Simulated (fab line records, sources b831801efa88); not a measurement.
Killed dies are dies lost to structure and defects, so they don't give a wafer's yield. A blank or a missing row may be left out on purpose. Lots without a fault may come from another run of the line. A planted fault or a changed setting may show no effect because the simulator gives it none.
fab line records | flow gf180mcu
record lots=11 wafers=33 last_day=34
route steps=602 shown LVPWELL@64 POLY_GATE@168 NSD@244 M1@316
lots that met no fault: from a run of the same line without faults
start_h: hours from the record's first day to the start of the lot's first wafer shown | wait_h: hours since the lot's step before | " the same as in the row above | L1.1+2: a row that stands for several wafers | - no value, or no start given | * or withheld: withheld | < > ~ a bound
route shown NAME@n: a module of which the file shows steps, and the number in the route of the first | usual: mean/standard deviation of fault-free wafers | same: alike in all rows | chamber/n: place in a boat | sites: the reading at each site | _std_site: their standard deviation | _edge_site: outer sites' mean less inner sites' | radius_mm: how far each site lies from the wafer's centre | mask NAME#n: copy n | behind: the tool/chamber that last shaped the wafer | hold: why the lot was held/for how many hours/how that ended | device: the transistor (n, p or np) that didn't switch | end of line: the same wafers' tests at the end of the route | a step without rows: its recipe alone | killed: dies lost to structure and defects at the first sort, not the wafer's yield | map: a wafer's dies, x killed, . not, _ none there
set.NAME: the setting as run; set.NAME@STEP: as run at that earlier step | model.NAME: the simulator's own value behind a step, which no gauge read
steps of the route over a sample of lots; a table a step, a row a wafer
services: from which hour (start_h, from the record's first day; less than 0 if before it) a tool's chamber was out of use, for how many hours, and why
## steps
# step GF_LVPWELL_STRIP_10
# recipe chemistry=O2/N2 power_w=1400 pressure_mtorr=1500 platen_temp_c=250 o2_flow_sccm=3000 n2_flow_sccm=300 overash_fraction=0.5
# usual drypump_motor_current_A=5.9/0.5 heater_power_w=332/22 o2_flow_sccm=3001/8.6 oes_product_au=0.722/0.005 strip_time_to_endpoint_s=36.98/0.11
# columns lot.wafer tool chamber start_h wait_h drypump_motor_current_A heater_power_w o2_flow_sccm oes_product_au rf_hours_counter_h strip_time_to_endpoint_s
L718.1 plasma_asher-02 1 70.64 0.1 5.9 320 3011 0.718 43 36.82
L718.3 " 1 " " 5.9 321 3014 0.713 - 36.86
L718.5 " 1 " " 5.9 325 3002 0.729 - 36.83
L719.1 plasma_asher-03 0 75.74 0.1 5.5 303 2997 0.728 29 37.05
L719.2 " 1 " " 6.7 367 2998 0.717 29 36.92
L719.3 " 1 " " 6.7 352 3001 0.728 - 36.88
L720.1 plasma_asher-03 0 80.21 0.1 5.4 308 3005 0.721 29 36.82
L720.2 " 1 " " 6.6 363 3006 0.719 29 36.86
L720.3 " 1 " " 6.7 354 3005 0.727 - 36.80
L725.1 plasma_asher-03 0 108.89 0.1 5.5 303 3005 0.723 32 37.08
L725.2 " 1 " " 6.7 360 2996 0.727 32 37.07
L725.4 " 1 " " 6.7 360 3009 0.720 - 36.97
L728.2 plasma_asher-03 0 126.63 0.1 5.5 312 2990 0.721 35 37.04
L728.5 " 1 " " 6.7 359 2999 0.719 - 36.98
L728.6 " 0 " " 5.5 306 2982 0.710 - 37.00
L729.3 plasma_asher-03 1 130.29 0.1 6.7 368 3011 0.718 - 37.00
L729.4 " 0 " " 5.5 314 2991 0.729 - 36.96
L729.5 " 0 " " 5.5 301 2990 0.725 - 36.97
L735.1 plasma_asher-01 1 164.06 0.1 5.6 332 2989 0.720 5 36.99
L735.5 " 1 " " 5.6 330 3004 0.728 - 36.89
L735.6 " 0 " " 5.5 330 2983 0.723 - 36.82
L736.3 plasma_asher-01 0 170.54 0.1 5.5 324 3016 0.716 - 36.87
L736.4 " 1 " " 5.6 337 2997 0.715 - 36.78
L736.5 " 1 " " 5.6 336 2990 0.712 - 36.96
L737.2 plasma_asher-02 1 175.41 0.1 5.9 322 3002 0.720 53 37.18
L737.4 " 1 " " 5.9 328 3008 0.718 - 37.12
L737.6 " 0 " " 5.9 343 3008 0.718 - 37.15
L740.2 plasma_asher-03 0 193.07 0.1 5.5 303 2993 0.725 42 37.05
L740.3 " 1 " " 6.7 375 3004 0.726 - 37.00
L740.5 " 0 " " 5.5 311 2988 0.733 - 37.19
L741.1 plasma_asher-03 0 197.86 0.1 5.5 308 3004 0.714 43 37.08
L741.3 " 1 " " 6.7 363 3002 0.725 - 37.08
L741.5 " 0 " " 5.4 310 3008 0.712 - 36.87
# step GF_POLY_GATE_OVL_MEAS_11
# usual POLY_GATE_OVL=-5/5.2
# columns lot.wafer tool chamber start_h wait_h POLY_GATE_OVL[nm]
L718.1 overlay-02 - 198.58 0.1 -7
L718.3 " - " " -7
L718.5 " - " " -3
L719.1 overlay-02 - 204.25 0.1 2
L719.2 " - " " -13
L719.3 " - " " -7
L720.1 overlay-02 - 210.62 0.1 -6
L720.2 " - " " -11
L720.3 " - " " -9
L725.1 overlay-01 - 246.60 0.1 -7
L725.2 " - " " -3
L725.4 " - " " -4
L728.2 overlay-01 - 270.97 0.1 -1
L728.5 " - " " -4
L728.6 " - " " 5
L729.3 overlay-01 - 273.68 0.1 -2
L729.4 " - " " -10
L729.5 " - " " -2
L735.1 overlay-01 - 318.92 0.1 -6
L735.5 " - " " -6
L735.6 " - " " -4
L736.3 overlay-02 - 330.16 0.1 -3
L736.4 " - " " 1
L736.5 " - " " 4
L737.2 overlay-01 - 336.96 0.1 -12
L737.4 " - " " -5
L737.6 " - " " -5
L740.2 overlay-02 - 358.76 0.1 -13
L740.3 " - " " -1
L740.5 " - " " -4
L741.1 overlay-01 - 360.35 0.1 -2
L741.3 " - " " -6
L741.5 " - " " -4
# step GF_NSD_IMPLANT_09
# recipe species=As energy_kev=60 dose_cm2=4e+15 tilt_deg=7
# usual beam_energy_keV=60.001/0.016 dose_ions_cm2=3.999e+15/4.4e+12 tilt_deg=6.998/0.019
# columns lot.wafer tool chamber start_h wait_h beam_energy_keV dose_ions_cm2 tilt_deg
L718.1 implanter-04 0 296.96 0.0 60.004 4.001e+15 6.952
L718.3 " 0 " " 60.007 3.992e+15 6.967
L718.5 " 0 " " 59.982 3.996e+15 6.958
L719.1 implanter-04 0 302.61 0.0 59.992 3.985e+15 7.010
L719.2 " 0 " " 59.999 3.992e+15 7.048
L719.3 " 0 " " 60.009 3.991e+15 7.009
L720.1 implanter-02 0 312.98 0.0 59.987 3.994e+15 7.016
L720.2 " 0 " " 60.011 3.998e+15 6.979
L720.3 " 0 " " 59.969 3.997e+15 6.990
L725.1 implanter-04 0 353.06 0.0 60.013 4.001e+15 6.976
L725.2 " 0 " " 59.985 3.999e+15 7.017
L725.4 " 0 " " 60.002 4.002e+15 6.979
L728.2 implanter-04 0 379.45 0.0 64.734 4.003e+15 6.997
L728.5 " 0 " " 64.738 3.996e+15 7.019
L728.6 " 0 " " 64.712 4.002e+15 6.976
L729.3 implanter-04 0 384.36 0.1 64.691 3.999e+15 7.006
L729.4 " 0 " " 64.702 4.003e+15 6.990
L729.5 " 0 " " 64.703 3.998e+15 7.010
L735.1 implanter-01 0 439.43 0.0 59.987 3.992e+15 6.984
L735.5 " 0 " " 59.991 3.999e+15 7.008
L735.6 " 0 " " 59.976 3.998e+15 6.985
L736.3 implanter-04 0 450.46 0.1 59.982 4.004e+15 6.992
L736.4 " 0 " " 59.994 3.996e+15 6.974
L736.5 " 0 " " 60.006 3.993e+15 6.993
L737.2 implanter-04 0 461.89 0.0 60.025 3.995e+15 6.989
L737.4 " 0 " " 59.993 3.997e+15 6.966
L737.6 " 0 " " 59.995 3.994e+15 7.000
L740.2 implanter-04 0 483.46 0.0 59.994 4.002e+15 6.997
L740.3 " 0 " " 59.979 3.993e+15 7.011
L740.5 " 0 " " 60.015 3.992e+15 7.011
L741.1 implanter-04 0 484.73 0.0 60.003 3.997e+15 7.003
L741.3 " 0 " " 60.009 4.007e+15 7.014
L741.5 " 0 " " 60.010 3.998e+15 7.014
# step GF_NSD_STRIP_11
# recipe chemistry=O2/N2 power_w=1400 pressure_mtorr=1500 platen_temp_c=250 o2_flow_sccm=3000 n2_flow_sccm=300 overash_fraction=0.5
# usual drypump_motor_current_A=5.7/0.55 heater_power_w=323/26 o2_flow_sccm=3001/8.3 oes_product_au=0.486/0.0046 strip_time_to_endpoint_s=22.97/0.04
# columns lot.wafer tool chamber start_h wait_h drypump_motor_current_A heater_power_w o2_flow_sccm oes_product_au rf_hours_counter_h strip_time_to_endpoint_s
L718.1 plasma_asher-04 0 297.26 0.1 5.4 304 3002 0.481 70 23.07
L718.3 " 0 " " 5.4 300 3001 0.489 - 23.01
L718.5 " 1 " " 5.1 289 2996 0.489 - 23.03
L719.1 plasma_asher-01 0 302.91 0.1 5.5 319 2993 0.480 19 23.00
L719.2 " 1 " " 5.6 338 2988 0.487 19 22.99
L719.3 " 0 " " 5.5 319 3007 0.486 - 23.05
L720.1 plasma_asher-04 1 313.28 0.1 5.1 293 2995 0.489 72 23.03
L720.2 " 0 " " 5.4 300 2995 0.485 72 23.06
L720.3 " 1 " " 5.1 286 2992 0.486 - 23.05
L725.1 plasma_asher-03 1 353.36 0.1 6.7 370 3003 0.487 57 22.90
L725.2 " 0 " " 5.5 316 3000 0.489 57 22.97
L725.4 " 0 " " 5.4 307 2989 0.483 - 22.90
L728.2 plasma_asher-04 1 379.73 0.1 5.1 286 2998 0.475 77 23.58
L728.5 " 0 " " 5.4 299 2995 0.476 - 23.63
L728.6 " 1 " " 5.1 288 2999 0.479 - 23.63
L729.3 plasma_asher-04 0 384.65 0.1 5.4 309 3002 0.483 - 23.62
L729.4 " 1 " " 5.1 285 3023 0.481 - 23.56
L729.5 " 1 " " 5.1 290 3012 0.478 - 23.58
L735.1 plasma_asher-03 0 439.73 0.1 5.5 309 2994 0.487 64 22.98
L735.5 " 1 " " 6.7 360 3005 0.476 - 23.00
L735.6 " 0 " " 5.5 310 2997 0.488 - 23.02
L736.3 plasma_asher-03 1 450.74 0.1 6.7 358 3002 0.489 - 22.99
L736.4 " 0 " " 5.5 303 2997 0.491 - 22.96
L736.5 " 0 " " 5.5 300 3011 0.485 - 22.95
L737.2 plasma_asher-04 1 462.16 0.1 5.1 282 3011 0.484 3 22.98
L737.4 " 1 " " 5.1 283 3008 0.492 - 22.93
L737.6 " 0 " " 5.4 312 2995 0.483 - 22.92
L740.2 plasma_asher-04 0 483.73 0.1 5.4 314 2996 0.485 6 22.91
L740.3 " 0 " " 5.4 301 2993 0.485 - 22.92
L740.5 " 0 " " 5.4 307 3011 0.489 - 22.95
L741.1 plasma_asher-03 1 485.03 0.1 6.7 362 3020 0.479 69 22.95
L741.3 " 1 " " 6.7 359 3018 0.481 - 22.99
L741.5 " 1 " " 6.7 354 3009 0.492 - 23.00
# step GF_PSD_RS_MEAS_14
# recipe thk_meas_gauge=four-point-probe
# usual NSD_RS=46.12/0.091
# columns lot.wafer tool chamber start_h wait_h NSD_RS[ohm/sq]
L718.1 film_metro-03 - 317.49 0.1 46.11
L718.3 " - " " 46.11
L718.5 " - " " 46.19
L719.1 film_metro-04 - 322.78 0.1 46.07
L719.2 " - " " 46.10
L719.3 " - " " 46.13
L720.1 film_metro-03 - 334.23 0.1 46.10
L720.2 " - " " 46.19
L720.3 " - " " 46.16
L725.1 film_metro-04 - 376.67 0.1 46.20
L725.2 " - " " 46.17
L725.4 " - " " 46.18
L728.2 film_metro-02 - 402.95 0.1 44.71
L728.5 " - " " 44.62
L728.6 " - " " 44.69
L729.3 film_metro-04 - 408.61 0.1 44.87
L729.4 " - " " 44.84
L729.5 " - " " 44.87
L735.1 film_metro-02 - 464.17 0.1 45.96
L735.5 " - " " 46.05
L735.6 " - " " 46.04
L736.3 film_metro-03 - 475.69 0.1 46.01
L736.4 " - " " 46.09
L736.5 " - " " 46.06
L737.2 film_metro-03 - 486.77 0.1 46.03
L737.4 " - " " 46.08
L737.6 " - " " 46.14
L740.2 film_metro-04 - 507.47 0.1 46.14
L740.3 " - " " 46.05
L740.5 " - " " 46.14
L741.1 film_metro-03 - 508.78 0.1 46.22
L741.3 " - " " 46.14
L741.5 " - " " 46.19
# step GF_M1_SPUTTER_01
# recipe material=TiN target_thk_nm=30 power_w=6500 time_s=25 chamber_pressure_pa=0.4
# usual chamber_pressure_pa=0.4001/0.00082 throttle_valve_pct=29.6/0.96
# columns lot.wafer tool chamber start_h wait_h chamber_pressure_pa throttle_valve_pct
L718.1 pvd_sputter-04 - 362.96 0.1 0.3996 27.8
L718.3 " - " " 0.4002 29.5
L718.5 " - " " 0.3999 29.1
L719.1 pvd_sputter-03 - 370.20 0.1 0.4006 28.7
L719.2 " - " " 0.3995 30.5
L719.3 " - " " 0.3999 30.8
L720.1 pvd_sputter-04 - 381.24 0.1 0.3983 31.0
L720.2 " - " " 0.4002 29.3
L720.3 " - " " 0.4005 29.7
L725.1 pvd_sputter-02 - 425.19 0.1 0.4012 29.1
L725.2 " - " " 0.4001 30.5
L725.4 " - " " 0.4001 29.2
L728.2 pvd_sputter-03 - 453.57 0.1 0.3998 30.2
L728.5 " - " " 0.4001 28.7
L728.6 " - " " 0.4010 28.2
L729.3 pvd_sputter-04 - 459.22 0.1 0.3996 29.7
L729.4 " - " " 0.3996 27.8
L729.5 " - " " 0.4010 30.8
L735.1 pvd_sputter-02 - 514.67 0.1 0.4022 29.4
L735.5 " - " " 0.3994 30.7
L735.6 " - " " 0.4006 29.9
L736.3 pvd_sputter-04 - 525.79 0.1 0.4009 29.5
L736.4 " - " " 0.3990 30.9
L736.5 " - " " 0.4002 28.1
L737.2 pvd_sputter-02 - 536.89 0.1 0.4006 29.2
L737.4 " - " " 0.3986 30.0
L737.6 " - " " 0.4012 29.0
L740.2 pvd_sputter-02 - 555.92 0.1 0.4006 29.7
L740.3 " - " " 0.4004 29.4
L740.5 " - " " 0.3993 29.8
L741.1 pvd_sputter-02 - 557.17 0.1 0.4012 29.7
L741.3 " - " " 0.3996 29.0
L741.5 " - " " 0.4005 30.0
## services
# columns tool chamber start_h hours kind
implanter-04 - 56.34 3.0 repair
plasma_asher-03 - 59.65 6.8 repair
plasma_asher-04 - 60.73 2.8 pm
pvd_sputter-02 - 72.55 1.8 repair
plasma_asher-04 - 140.61 14.3 pm
implanter-04 - 166.74 1.1 repair
implanter-04 - 177.37 5.1 pm
implanter-04 - 229.86 2.4 repair
pvd_sputter-02 - 259.33 0.9 repair
plasma_asher-03 - 281.18 15.6 pm
plasma_asher-03 - 302.62 1.2 repair
plasma_asher-03 - 305.64 1.3 repair
plasma_asher-03 - 325.11 0.5 repair
plasma_asher-04 - 336.16 2.8 repair
plasma_asher-04 - 338.95 14.6 pm
pvd_sputter-02 - 365.21 6.0 repair
plasma_asher-03 - 370.48 10.0 repair
implanter-04 - 389.63 5.2 pm
plasma_asher-03 - 417.21 18.7 repair
plasma_asher-04 - 421.25 9.0 pm
pvd_sputter-02 - 475.66 2.4 repair
pvd_sputter-02 - 479.80 1.9 repair
pvd_sputter-02 - 490.24 11.6 repair
implanter-04 - 552.62 6.6 repair
## key
first_sign step=GF_NSD_IMPLANT_09 reading=beam_energy_keV direction=up sigmas=99+ usual=60.001 struck=64.713
effect step=GF_NSD_STRIP_11 reading=strip_time_to_endpoint_s direction=up sigmas=16 usual=* struck=*
effect step=GF_PSD_RS_MEAS_14 reading=NSD_RS direction=down sigmas=15 usual=46.12 struck=44.77
met_at GF_NSD_IMPLANT_09
struck_lots L728,L729
tester_left_out L728,L729
not_acting_at GF_LVPWELL_STRIP_10,GF_POLY_GATE_OVL_MEAS_11,GF_M1_SPUTTER_01
onset_between 353.06 379.45
fault kind=process_parameter_drift tool=implanter-04 chamber=- onset_h=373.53 steps=GF_NSD_IMPLANT_09 channel=energy_kev offset=4.7075 shape=step end_h=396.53 acts_in=these_recipes_only stated=60
# tester_left_out: of these lots the tester's yield and bins aren't shown, on N5 and GAA mostly nor the transistor test; their killed dies are dies lost to structure and defects alone, not to doping, threshold or leakage, so they don't give the yield
